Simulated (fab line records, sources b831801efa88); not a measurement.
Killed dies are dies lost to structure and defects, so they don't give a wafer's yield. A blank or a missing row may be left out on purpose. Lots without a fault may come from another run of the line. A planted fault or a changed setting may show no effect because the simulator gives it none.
Chamber matching | flow sky130 | SKY_CONTACT_CVD_00 on pecvd-02: 3 sister chambers
The step deposits Si3N4, target thk 75 nm. 18 wafers are shown with their chamber, then 9 later ones without.

WAFERS WITH THEIR CHAMBER
wafer  | chamber | heater_power_w (W)
L075.1 | 0       | 879
L075.2 | 1       | 613
L075.3 | 2       | 670
L077.2 | 2       | 672
L077.3 | 1       | 645
L077.6 | 2       | 686
L079.2 | 0       | 859
L079.5 | 1       | 677
L079.6 | 2       | 731
L081.1 | 0       | 882
L081.4 | 1       | 620
L081.5 | 2       | 636
L084.4 | 1       | 678
L084.5 | 2       | 675
L084.6 | 0       | 919
L086.3 | 1       | 711
L086.5 | 1       | 545
L086.6 | 2       | 700

SIGNATURES (means of the wafers above)
reading        | chamber 0 | chamber 1 | chamber 2 | scatter within a chamber
heater_power_w | 884.75    | 641.29    | 681.43    | 40.9
Rule: a wafer's distance from a chamber is the root of the sum, over the readings, of the square of ((its reading less the chamber's mean) divided by the reading's scatter). The wafer belongs to the nearest chamber; if the next one is less than 2 further off, it can't be placed. The scatter: the root of (the sum of the squares of (reading less its chamber's mean) over the shown wafers, divided by (wafers less chambers)).

WAFERS WITHOUT THEIR CHAMBER
wafer  | heater_power_w (W)
L091.3 | 901
L091.4 | 664
L091.5 | 899
L095.3 | 700
L095.4 | 804
L095.5 | 670
L097.3 | 632
L097.4 | 688
L097.5 | 941

WHICH CHAMBER EACH WENT THROUGH
wafer  | from the rows above     | in truth
L091.3 | 0                       | 0
L091.4 | can't be placed: 2 or 1 | 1
L091.5 | 0                       | 0
L095.3 | can't be placed: 2 or 1 | 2
L095.4 | can't be placed: 0 or 2 | 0
L095.5 | can't be placed: 2 or 1 | 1
L097.3 | can't be placed: 1 or 2 | 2
L097.4 | can't be placed: 2 or 1 | 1
L097.5 | 0                       | 0
Placed correctly: 3 of 9. Can't be placed from these rows: 6 (the true chamber is among the candidates in 6). Placed wrongly: 0.
